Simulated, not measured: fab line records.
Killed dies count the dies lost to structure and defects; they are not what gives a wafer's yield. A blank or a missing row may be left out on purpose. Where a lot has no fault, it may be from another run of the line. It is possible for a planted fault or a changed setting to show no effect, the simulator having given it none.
The same fault as seen by 2 desks | flow gf180mcu | only its own numbers are on each desk; what lay behind them is given at the end

== METROLOGY DESK ==
Lot by lot, what the gauges showed, no matter which tool ran the lot: averages of those sampled wafers that carry a number. If a lot's mean is further than 4 standard deviations from the usual mean, the lot is out of limits and carries the mark OUT (the distance appears in the brackets).
Columns: A = LVPWELL_TW at GF_LVPWELL_TW_MEAS_11, usual 557; B = MVSD_OVL at GF_MVSD_OVL_MEAS_07, usual 0.3 nm
lot  | first seen here | A   | B
L828 | day 4 19:13     | 563 | -0.2
L832 | day 5 18:40     | 553 | 0.4
L835 | day 6 12:16     | 559 | 0.2
L837 | day 6 20:56     | 551 | -0.7
L840 | day 7 16:01     | 556 | 2.5
L844 | day 8 12:29     | 562 | 1.0
This desk's finding: nothing out of limits on any of the 6 lots.

== DESK OF THE TOOL OWNER: implanter-04 ==
The tool's own readings at GF_MVSD_IMPLANT_09, given as means over the sampled wafers that have a number, one for each lot that went through this tool. If a lot's mean is further than 4 standard deviations from the usual mean, the lot is out of limits and carries the mark OUT (the distance appears in the brackets).
Columns: A = beam_energy_keV at GF_MVSD_IMPLANT_09, usual 100.00
lot  | first seen here | A
L832 | day 6 10:08     | 99.98
L835 | day 7 03:20     | 93.89 (-99 or more) OUT
L840 | day 8 08:25     | 93.87 (-99 or more) OUT
This desk's verdict: out of limits on L835, L840, starting with L835 at day 7 03:20 (beam_energy_keV at GF_MVSD_IMPLANT_09). L832: within limits.

== TAKEN TOGETHER ==
The tool owner's desk could have raised an alarm at day 7 03:20, on L835, L840.
The metrology desk saw nothing out of limits.
The metrology desk holds a record of L835, L840, inside its limits.
Every lot named ran GF_MVSD_IMPLANT_09 on implanter-04.

== WHAT THE SIMULATOR HAD INSERTED ==
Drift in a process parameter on implanter-04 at GF_MVSD_IMPLANT_09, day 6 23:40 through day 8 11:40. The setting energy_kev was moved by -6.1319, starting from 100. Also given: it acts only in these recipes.
Lots struck among those shown: L835, L840.
Hours from the fault's start to each desk's first reading out of limits: the tool owner's desk, 4.
